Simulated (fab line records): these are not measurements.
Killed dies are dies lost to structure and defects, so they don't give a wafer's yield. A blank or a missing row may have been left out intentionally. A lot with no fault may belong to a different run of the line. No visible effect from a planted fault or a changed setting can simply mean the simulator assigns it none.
Commonality check across tools	flow gf180mcu	39 wafers sampled across 11 lots

## REASON IT WAS OPENED
Of 11 lots, 2 have the reading V1_CVD_02_THK flagged at GF_V1_THK_MEAS_03. No-fault wafers: 848 nm, standard deviation 9.5.
Rule: a lot is flagged in two cases, either no wafer of it has a number, or all its wafers with numbers fall more than 4 standard deviations from that mean. All remaining lots are regarded as sound.

lot	measured	on	V1_CVD_02_THK (nm), wafer by wafer	flag
L635	day 16 21:30	film metro-04	837 858 851	
L636	day 17 07:52	film metro-01	841 856 858	
L637	day 17 17:22	film metro-01	857 864 866	
L638	day 18 07:36	film metro-01	843 840 862	
L642	day 20 01:49	film metro-04	843 853 850	
L644	day 21 02:16	film metro-01	851 863 854	
L645	day 21 03:12	film metro-03	830 844 853	
L646	day 21 09:34	film metro-04	845 838 850	
L647	day 21 16:01	film metro-04	838 854 844	
L652	day 23 07:37	film metro-01	922 932 939 923 932 940	FLAGGED
L655	day 24 06:59	film metro-03	939 942 949 940 942 949	FLAGGED
On average the flagged lots' numbers are 937 nm, which is +89 nm against the usual, or +9 standard deviations.

## TOOL THAT RAN EACH LOT
Before the reading, the record contains 4 process steps out of a 602-step route. Cell contents, in order: the tool; ch with the chambers the sampled wafers went through; the start.
lot	flag	GF_CONTACT_ETCH_17	GF_CONTACT_SPUTTER_22	GF_M1_SPUTTER_02	GF_V1_CVD_02
L635		rie diel-04 ch 0,2,3, day 15 21:19 or earlier	pvd sputter-02, day 15 21:19	pvd sputter-01, day 15 22:08	pecvd-02 ch 0,1,2, day 16 21:26
L636		rie diel-01 ch 1,2, day 16 07:04 or earlier	pvd sputter-02, day 16 07:04	pvd sputter-01, day 16 07:53	pecvd-03 ch 0,1,2, day 17 07:47
L637		rie diel-03 ch 1,2, day 16 16:50 or earlier	pvd sputter-03, day 16 16:50	pvd sputter-02, day 16 17:38	pecvd-02 ch 1,2, day 17 17:17
L638		rie diel-04 ch 0,1, day 17 05:56 or earlier	pvd sputter-03, day 17 05:56	pvd sputter-01, day 17 06:45	pecvd-02 ch 0,2, day 18 07:32
L642		rie diel-03 ch 0,1,2, day 18 23:35 or earlier	pvd sputter-02, day 18 23:35	pvd sputter-03, day 19 00:23	pecvd-02 ch 1,2, day 20 01:44
L644		rie diel-03 ch 1,2, day 20 00:40 or earlier	pvd sputter-02, day 20 00:40	pvd sputter-01, day 20 01:29	pecvd-03 ch 0,1,2, day 21 02:11
L645		rie diel-04 ch 0,1,3, day 20 01:01 or earlier	pvd sputter-03, day 20 01:01	pvd sputter-02, day 20 01:50	pecvd-01 ch 0,1,2, day 21 03:08
L646		rie diel-04 ch 0,1,3, day 20 06:35 or earlier	pvd sputter-02, day 20 06:35	pvd sputter-03, day 20 07:24	pecvd-03 ch 0,1, day 21 09:29
L647		rie diel-01 ch 2,3, day 20 14:11 or earlier	pvd sputter-03, day 20 14:11	pvd sputter-02, day 20 15:00	pecvd-02 ch 0,1, day 21 15:56
L652	FLAGGED	rie diel-01 ch 0,2, day 22 06:46 or earlier	pvd sputter-03, day 22 06:46	pvd sputter-02, day 22 07:35	pecvd-03 ch 1,2, day 23 07:32
L655	FLAGGED	rie diel-04 ch 1,2, day 23 05:50 or earlier	pvd sputter-04, day 23 05:50	pvd sputter-03, day 23 06:39	pecvd-03 ch 0,1, day 24 06:54
What these steps do:
- GF_CONTACT_ETCH_17: etches SiO2 in C4F8/O2/Ar, stops on CoSi2, target depth 860 nm.
- GF_CONTACT_SPUTTER_22: material Ti, target thk 15 nm, time 80.02 s.
- GF_M1_SPUTTER_02: material AlCu, target thk 450 nm, time 23.9 s.
- GF_V1_CVD_02: deposits SiO2 from TEOS, target thk 850 nm, time 94.851 s.
- GF_V1_THK_MEAS_03

## FLAGGED OVER TOTAL, TOOL BY TOOL (the gauges that took the reading come last)
step	tool	lots run	flagged	share of the flagged lots	sound lots run after its first flagged lot
GF_CONTACT_ETCH_17	rie diel-01	3	1	some	0
GF_CONTACT_ETCH_17	rie diel-03	3	0	none	-
GF_CONTACT_ETCH_17	rie diel-04	5	1	some	0
GF_CONTACT_SPUTTER_22	pvd sputter-02	5	0	none	-
GF_CONTACT_SPUTTER_22	pvd sputter-03	5	1	some	0
GF_CONTACT_SPUTTER_22	pvd sputter-04	1	1	some	0
GF_M1_SPUTTER_02	pvd sputter-01	4	0	none	-
GF_M1_SPUTTER_02	pvd sputter-02	4	1	some	0
GF_M1_SPUTTER_02	pvd sputter-03	3	1	some	0
GF_V1_CVD_02	pecvd-01	1	0	none	-
GF_V1_CVD_02	pecvd-02	5	0	none	-
GF_V1_CVD_02	pecvd-03	5	2	all	0
GF_V1_THK_MEAS_03	film metro-01	5	1	some	0
GF_V1_THK_MEAS_03	film metro-03	2	1	some	0
GF_V1_THK_MEAS_03	film metro-04	4	0	none	-
GF_CONTACT_ETCH_17: start missing for some lots; hours and lot order therefore follow GF_CONTACT_SPUTTER_22.

## WHAT IS ALLOWED BY THE TABLE
All flagged lots share 1 row of the table, namely pecvd-03 at GF_V1_CVD_02.
- pecvd-03 at GF_V1_CVD_02 ran 5 lots, 2 of them flagged. Last sound lot L646 at day 21 09:29, first flagged lot L652 at day 23 07:32; a fault beginning in between fits. Its own readings (rf fwd power W) fall more than 4 standard deviations out on all wafers of the flagged lots.
What remains is a single tool, pecvd-03 at GF_V1_CVD_02.

## WHAT THE SIMULATOR PUT IN
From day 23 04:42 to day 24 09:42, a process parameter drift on pecvd-03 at GF_V1_CVD_02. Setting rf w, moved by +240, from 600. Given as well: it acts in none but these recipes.
Struck lots among those shown: L652, L655. This agrees with what the rule above found.
